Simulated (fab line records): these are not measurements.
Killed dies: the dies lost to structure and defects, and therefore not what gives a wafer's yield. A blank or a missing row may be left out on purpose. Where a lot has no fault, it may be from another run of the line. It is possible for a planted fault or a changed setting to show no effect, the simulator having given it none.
Which tool did it? | flow gf180mcu | 15 lots, 45 wafers sampled, at 6 steps of a route of 602

WHAT EACH GAUGE READ, for each wafer
GF_VT_IMPLANT_OVL_MEAS_40.
lot  | measured     | on         | VT_IMPLANT_03_OVL (nm)
L372 | day 7 10:22  | overlay-02 | -2.2 -3.0 -0.7
L373 | day 7 20:40  | overlay-02 | -2.2 -2.4 -2.3
L374 | day 8 05:31  | overlay-01 | -0.7 -2.3 -2.8
L377 | day 9 00:49  | overlay-02 | 1.1 0.3 -0.9
L379 | day 9 12:16  | overlay-02 | -1.8 -2.3 -2.1
L380 | day 9 17:13  | overlay-02 | -0.6 -1.1 -0.1
L382 | day 10 04:52 | overlay-01 | 0.9 -1.8 -1.9
L383 | day 10 11:10 | overlay-01 | -0.9 -0.6 -0.8
L384 | day 10 15:49 | overlay-02 | -1.9 -1.1 -2.3
L385 | day 11 02:07 | overlay-01 | -0.3 -2.3 0.9
L388 | day 11 21:37 | overlay-02 | -0.9 -0.8 -2.4
L392 | day 12 21:07 | overlay-01 | 1.5 1.0 -0.6
L393 | day 13 04:46 | overlay-01 | -0.6 0.3 -1.4
L394 | day 13 11:58 | overlay-01 | 0.7 -1.6 -2.5
L395 | day 14 04:07 | overlay-02 | -3.3 -0.9 -0.2

GF_POLY_GATE_THK_MEAS_01.
lot  | measured     | on            | POLY_GATE_CVD_00_THK (nm)
L372 | day 8 14:20  | film-metro-01 | 198.0 198.5 197.3
L373 | day 8 18:32  | film-metro-01 | 196.5 196.8 198.4
L374 | day 9 02:44  | film-metro-01 | 203.2 202.7 202.2
L377 | day 10 02:30 | film-metro-03 | 195.8 196.8 197.1
L379 | day 10 11:31 | film-metro-02 | 196.3 197.5 197.2
L380 | day 10 18:52 | film-metro-02 | 200.6 200.6 202.9
L382 | day 11 05:55 | film-metro-03 | 202.0 202.5 204.3
L383 | day 11 14:54 | film-metro-03 | 150.6 150.6 149.5
L384 | day 11 19:20 | film-metro-01 | 150.2 149.1 151.1
L385 | day 12 08:05 | film-metro-02 | 149.9 150.0 148.4
L388 | day 13 02:25 | film-metro-03 | 202.8 201.0 201.3
L392 | day 13 22:53 | film-metro-03 | 200.5 200.3 201.1
L393 | day 14 07:25 | film-metro-02 | 201.9 203.2 202.7
L394 | day 14 14:59 | film-metro-03 | 200.0 201.7 200.8
L395 | day 15 06:49 | film-metro-02 | 201.0 199.1 202.4

GF_HV_LDD_OVL_MEAS_20.
lot  | measured     | on         | HV_LDD_01_OVL (nm)
L372 | day 10 20:38 | overlay-02 | -0.6 -2.1 1.6
L373 | day 11 00:29 | overlay-02 | 1.6 1.0 0.5
L374 | day 11 10:59 | overlay-02 | -1.0 -1.3 0.9
L377 | day 12 10:23 | overlay-02 | -0.5 -1.1 -1.1
L379 | day 13 00:29 | overlay-02 | -2.7 -0.8 -1.5
L380 | day 13 09:41 | overlay-01 | 0.5 4.2 1.3
L382 | day 13 19:14 | overlay-01 | 0.4 0.0 0.1
L383 | day 14 03:17 | overlay-02 | -0.8 1.4 0.5
L384 | day 14 08:26 | overlay-02 | 1.2 0.7 2.1
L385 | day 15 00:29 | overlay-02 | 0.5 1.0 0.8
L388 | day 15 19:08 | overlay-02 | -0.3 2.4 1.1
L392 | day 16 17:02 | overlay-01 | 0.6 0.7 0.6
L393 | day 17 02:43 | overlay-02 | -3.1 -1.8 -1.4
L394 | day 17 13:52 | overlay-01 | -1.6 0.5 -1.4
L395 | day 18 04:38 | overlay-02 | -1.7 -1.5 -0.6

WHICH TOOL RAN EACH LOT (tool, then ch and the chambers of the sampled wafers, then the start)
lot  | GF_NWELL_STRIP_10                   | GF_POLY_GATE_CVD_00         | GF_POLY_GATE_ETCH_13
L372 | plasma-asher-04 ch 0,1, day 3 07:33 | lpcvd-02 ch 0, day 8 12:59  | rie-si-02 ch 0,1,3, day 9 07:01
L373 | plasma-asher-02 ch 0,1, day 3 16:33 | lpcvd-02 ch 0, day 8 17:13  | rie-si-02 ch 2,3, day 9 11:16
L374 | plasma-asher-04 ch 0,1, day 4 00:15 | lpcvd-01 ch 0, day 9 01:23  | rie-si-01 ch 0,2, day 9 19:16
L377 | plasma-asher-04 ch 0,1, day 4 14:56 | lpcvd-01 ch 1, day 10 01:09 | rie-si-02 ch 0,3, day 10 19:49
L379 | plasma-asher-02 ch 0,1, day 4 23:45 | lpcvd-01 ch 0, day 10 10:11 | rie-si-02 ch 1,2, day 11 05:37
L380 | plasma-asher-04 ch 0,1, day 5 03:57 | lpcvd-02 ch 1, day 10 17:32 | rie-si-01 ch 1,2, day 11 13:01
L382 | plasma-asher-02 ch 0,1, day 5 14:09 | lpcvd-02 ch 1, day 11 04:34 | rie-si-01 ch 0,1,3, day 12 00:28
L383 | plasma-asher-03 ch 0,1, day 5 18:12 | lpcvd-02 ch 1, day 11 13:34 | rie-si-01 ch 0,2, day 12 09:10
L384 | plasma-asher-02 ch 0,1, day 5 23:23 | lpcvd-02 ch 0, day 11 17:58 | rie-si-01 ch 0,3, day 12 13:37
L385 | plasma-asher-04 ch 0,1, day 6 08:45 | lpcvd-02 ch 0, day 12 06:05 | rie-si-01 ch 0,3, day 13 04:34
L388 | plasma-asher-04 ch 0,1, day 6 23:59 | lpcvd-01 ch 1, day 13 01:04 | rie-si-02 ch 0,3, day 13 23:10
L392 | plasma-asher-02 ch 0,1, day 7 19:56 | lpcvd-01 ch 0, day 13 21:32 | rie-si-02 ch 2,3, day 14 19:58
L393 | plasma-asher-02 ch 0,1, day 8 00:23 | lpcvd-01 ch 0, day 14 06:04 | rie-si-01 ch 0,1,3, day 15 05:10
L394 | plasma-asher-04 ch 0,1, day 8 06:23 | lpcvd-01 ch 0, day 14 13:40 | rie-si-01 ch 1,2,3, day 15 13:13
L395 | plasma-asher-04 ch 0,1, day 8 18:23 | lpcvd-01 ch 1, day 15 05:29 | rie-si-01 ch 0,2, day 16 04:04
- GF_NWELL_STRIP_10: strips in O2/N2.
- GF_POLY_GATE_CVD_00: deposits poly-Si, target thk 200 nm, time 1200 s.
- GF_POLY_GATE_ETCH_13: etches poly-Si in HBr/Cl2, stops on SiO2, target depth 198.5 nm, time 72.55 s.

WHAT THE TOOLS THEMSELVES READ (means of the sampled wafers that have a number; where no wafer has one, the mark that the record gives instead)
GF_NWELL_STRIP_10.
lot  | tool            | drypump-motor-current-A (A) | heater-power-w (W) | oes-product-au (a.u.) | strip-time-to-endpoint-s (s)
L372 | plasma-asher-04 | 6.0                         | 361                | 0.720                 | 37.19
L373 | plasma-asher-02 | 5.9                         | 325                | 0.725                 | 37.08
L374 | plasma-asher-04 | 6.0                         | 366                | 0.726                 | 37.15
L377 | plasma-asher-04 | 6.0                         | 358                | 0.724                 | 36.95
L379 | plasma-asher-02 | 5.8                         | 337                | 0.722                 | 37.22
L380 | plasma-asher-04 | 6.0                         | 363                | 0.724                 | 37.16
L382 | plasma-asher-02 | 5.9                         | 327                | 0.721                 | 37.20
L383 | plasma-asher-03 | 6.0                         | 332                | 0.723                 | 37.08
L384 | plasma-asher-02 | 5.7                         | 331                | 0.723                 | 36.93
L385 | plasma-asher-04 | 6.0                         | 362                | 0.715                 | 36.97
L388 | plasma-asher-04 | 5.8                         | 338                | 0.721                 | 37.24
L392 | plasma-asher-02 | 5.9                         | 328                | 0.726                 | 36.94
L393 | plasma-asher-02 | 5.7                         | 335                | 0.725                 | 37.00
L394 | plasma-asher-04 | 6.0                         | 363                | 0.723                 | 37.15
L395 | plasma-asher-04 | 6.0                         | 370                | 0.721                 | 37.04

GF_POLY_GATE_CVD_00.
lot  | tool     | spike-tc-bottom-C (C) | spike-tc-centre-C (C) | spike-tc-lower-C (C) | spike-tc-top-C (C) | spike-tc-upper-C (C) | susceptor-temp-C (C) | zone-power-lower-pct (%)
L372 | lpcvd-02 | 634.8                 | 620.4                 | 621.2                | 638.6              | 619.8                | 620.09               | 8.8
L373 | lpcvd-02 | 634.5                 | 619.8                 | 620.4                | 637.9              | 620.8                | 619.65               | 8.7
L374 | lpcvd-01 | 638.1                 | 619.9                 | 618.7                | 638.5              | 619.3                | 619.98               | 7.4
L377 | lpcvd-01 | 638.3                 | 622.4                 | 620.3                | 637.1              | 619.0                | 620.36               | 9.1
L379 | lpcvd-01 | 637.7                 | 619.9                 | 617.8                | 638.0              | 618.7                | 620.02               | 7.4
L380 | lpcvd-02 | 637.4                 | 620.9                 | 620.2                | 641.1              | 618.5                | 620.00               | 10.3
L382 | lpcvd-02 | 636.3                 | 620.0                 | 621.3                | 642.0              | 617.9                | 620.11               | 10.2
L383 | lpcvd-02 | 624.1                 | 608.0                 | 609.0                | 630.1              | 606.8                | 607.40               | 9.9
L384 | lpcvd-02 | 623.1                 | 607.7                 | 608.6                | 626.5              | 609.2                | 607.78               | 8.4
L385 | lpcvd-02 | 622.7                 | 607.6                 | 608.4                | 626.3              | 608.0                | 607.75               | 8.4
L388 | lpcvd-01 | 638.0                 | 622.2                 | 620.5                | 637.5              | 619.1                | 619.81               | 9.2
L392 | lpcvd-01 | 638.5                 | 620.5                 | 617.8                | 639.1              | 618.2                | 620.01               | 7.4
L393 | lpcvd-01 | 637.8                 | 619.6                 | 619.3                | 638.4              | 618.5                | 620.13               | 7.4
L394 | lpcvd-01 | 638.2                 | 621.5                 | 619.8                | 638.1              | 618.0                | 619.95               | 7.3
L395 | lpcvd-01 | 638.3                 | 623.5                 | 619.7                | 636.2              | 620.2                | 620.16               | 9.1

GF_POLY_GATE_ETCH_13.
lot  | tool      | drypump-motor-current-A (A) | oes-product-au (a.u.) | throttle-valve-pct (%)
L372 | rie-si-02 | 6.0                         | 0.976                 | 33.685
L373 | rie-si-02 | 6.2                         | 0.976                 | 33.681
L374 | rie-si-01 | 5.7                         | 0.987                 | 33.685
L377 | rie-si-02 | 6.1                         | 0.978                 | 33.683
L379 | rie-si-02 | 6.1                         | 0.979                 | 33.688
L380 | rie-si-01 | 5.6                         | 0.991                 | 33.682
L382 | rie-si-01 | 5.5                         | 0.992                 | 33.696
L383 | rie-si-01 | 5.7                         | 0.818                 | 33.684
L384 | rie-si-01 | 6.0                         | 0.812                 | 33.687
L385 | rie-si-01 | 6.0                         | 0.813                 | 33.690
L388 | rie-si-02 | 6.0                         | 0.990                 | 33.681
L392 | rie-si-02 | 6.2                         | 0.990                 | 33.687
L393 | rie-si-01 | 5.5                         | 0.983                 | 33.690
L394 | rie-si-01 | 5.8                         | 0.978                 | 33.685
L395 | rie-si-01 | 5.5                         | 0.986                 | 33.699

THE ANSWER, worked out from the rows above alone
Rule: usual is defined by the lots themselves. The widest of any qualifying gaps counts: lots, ordered by their means at a reading, are off when they make up no more than a third of the lots, leave a main group of 4 or more, and stand apart from it by 3 or more times the standard deviation of that group's means. A main group whose means are all the same, to the digits that the tables above print for the reading, isn't used. Also off: a lot with no number at a reading for which 4 or more lots have one. The other lots that the step has rows for count as sound. The gauges are gone through in route order, then the tools' own readings, and for those a lot's mean is taken as printed above. At the first step where some lot is off, the reading lying furthest off is the one used; lots without a number count as furthest.
Off: L383, L384, L385, at GF_POLY_GATE_THK_MEAS_01 (POLY_GATE_CVD_00_THK). Main group: mean 200.2 nm, sd 2.3.
If a tool, at a process step before that reading, ran all the lots that are off and no sound lot after the first of them, it fits. The gauges at GF_POLY_GATE_THK_MEAS_01 aren't tried: what is off there is off at GF_POLY_GATE_CVD_00 too, on other tools, and a gauge's error can't cause that. One candidate fits, namely lpcvd-02 at GF_POLY_GATE_CVD_00. Its last sound lot is L382 (day 11 04:34), its first lot that is off L383 (day 11 13:34): a fault that began between those two fits.
The tool's own readings at GF_POLY_GATE_CVD_00 bear it out: on the lots that are off they differ by more than 5 times the standard deviation of the sound lots' means. spike-tc-bottom-C reads 623.3 C there against 637.3 C on the sound lots; spike-tc-centre-C reads 607.8 C there against 620.9 C on the sound lots; spike-tc-lower-C reads 608.7 C there against 619.8 C on the sound lots; spike-tc-top-C reads 627.6 C there against 638.5 C on the sound lots; spike-tc-upper-C reads 608.0 C there against 619.0 C on the sound lots; susceptor-temp-C reads 607.64 C there against 620.02 C on the sound lots.

WHAT THE SIMULATOR HAD INSERTED
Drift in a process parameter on lpcvd-02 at GF_POLY_GATE_CVD_00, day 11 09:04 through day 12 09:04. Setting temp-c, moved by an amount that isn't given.
Shown lots that were struck: L383, L384, L385. This agrees with what the rule above found.
